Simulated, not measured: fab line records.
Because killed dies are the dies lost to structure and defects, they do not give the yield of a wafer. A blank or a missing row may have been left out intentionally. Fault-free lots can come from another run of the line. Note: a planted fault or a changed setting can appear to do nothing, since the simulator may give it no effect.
A struck lot beside a sound one / flow gf180mcu / 15 out of 602 route steps
Sound: these wafers, L537.2, L537.4, L537.5. Struck: wafer L544.3; the same lot's L544.5 was not struck, so it is left out; see the end for the cause.
At each step with rows: each side's tool, then ch and its chambers, then its first start. Under that, the readings that differ: sound wafers / struck wafers / difference of the means / sigmas: that difference in standard deviations of wafers without a fault.
alike: words and numbers the same on both sides, and readings whose means are apart by under 2 such deviations; not compared: readings that were withheld, readings missing a value for some wafer, numbers with overlapping values and no deviation given by the record, and bounds like >300 which may hide the same value.
Wherever a step has rows on one side only, a row that says differs or no value, or a row with sigmas, the two part there. Non-overlapping numbers with no deviation appear without sigmas and do not part them. Lack of a reading on every wafer of one side parts them only where that side has two or more wafers.

GF_M2_SPUTTER_04: material TiN, target thk 50 nm, time 41.7 s.
  sound on pvd-sputter-02, day 19 00:56; struck on pvd-sputter-02, day 20 08:13
  alike: throttle-valve-pct
GF_M2_RS_MEAS_05: measures by four-point-probe.
  sound on film-metro-04, day 19 00:59; struck on film-metro-03, day 20 08:17
  alike: M2_ALCU_RS
GF_M2_THK_MEAS_06: measures by xrf.
  sound on film-metro-04, day 19 01:06; struck on film-metro-03, day 20 08:23
  alike: M2_ALCU_THK
then, 7 steps without rows for these wafers: GF_M2_DEHYDRATE_07 (time 60 s); GF_M2_HMDS_08 (prime time 60 s); GF_M2_COAT_09 (resist thk 1000 nm); GF_M2_SOFTBAKE_10 (time 60 s); GF_M2_EXPOSE_11 (exposes mask Metal2, target cd 280 nm); GF_M2_PEB_12 (peb time 90 s); GF_M2_DEVELOP_13 (develop time 60 s).
GF_M2_CD_MEAS_14: target cd 280 nm.
  sound on cd-sem-02, day 20 02:15; struck on cd-sem-01, day 21 06:23
  alike: cd-nm
GF_M2_OVL_MEAS_15:
  sound on overlay-01, day 20 02:22; struck on overlay-02, day 21 06:28
  alike: M2_OVL
GF_M2_METAL_ETCH_16: etches the open film in Cl2/BCl3, stops on SiO2, target depth 750.8 nm, time 125.1 s.
  sound on rie-metal-02 ch 0,1, day 20 02:23; struck on rie-metal-04 ch 0, day 21 06:32
reading=oes-product-au (a.u.); sound=0.993 0.985 0.991; struck=0.966; difference=-0.024; sigmas=-3
reading=run-length-s (s); sound=153.1 153.2 153.1; struck=160.2; difference=+7.1; sigmas=+22
reading=throttle-valve-pct (%); sound=28.228 28.245 28.246; struck=28.266; difference=+0.026; sigmas=+2
reading=model.KrF_of_M2_COAT_09.thk-nm (nm); sound=684 694.7 686.1; struck=674.1; difference=-14.2; sigmas=
  alike: drypump-motor-current-A
  not compared: rf-hours-counter-h
GF_M2_STRIP_17: strips in O2/N2.
  sound on plasma-asher-01 ch 1, day 20 02:31; struck on plasma-asher-04 ch 1, day 21 06:40
reading=drypump-motor-current-A (A); sound=4.9 4.9 5.0; struck=6.0; difference=+1.1; sigmas=+2
  alike: heater-power-w, oes-product-au, strip-time-to-endpoint-s
  not compared: rf-hours-counter-h
GF_PASSIVATION_PROBE_99:
  the record has rows for the sound wafers here (prober-01, day 29 22:37) and none for the struck ones

== WHERE THEY PART ==
Last at GF_PASSIVATION_PROBE_99 as far as this record goes, first at GF_M2_METAL_ETCH_16.

WHY: whatever the simulator had introduced
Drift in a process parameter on rie-metal-04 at GF_M2_METAL_ETCH_16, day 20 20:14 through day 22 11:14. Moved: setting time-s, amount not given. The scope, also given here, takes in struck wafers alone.
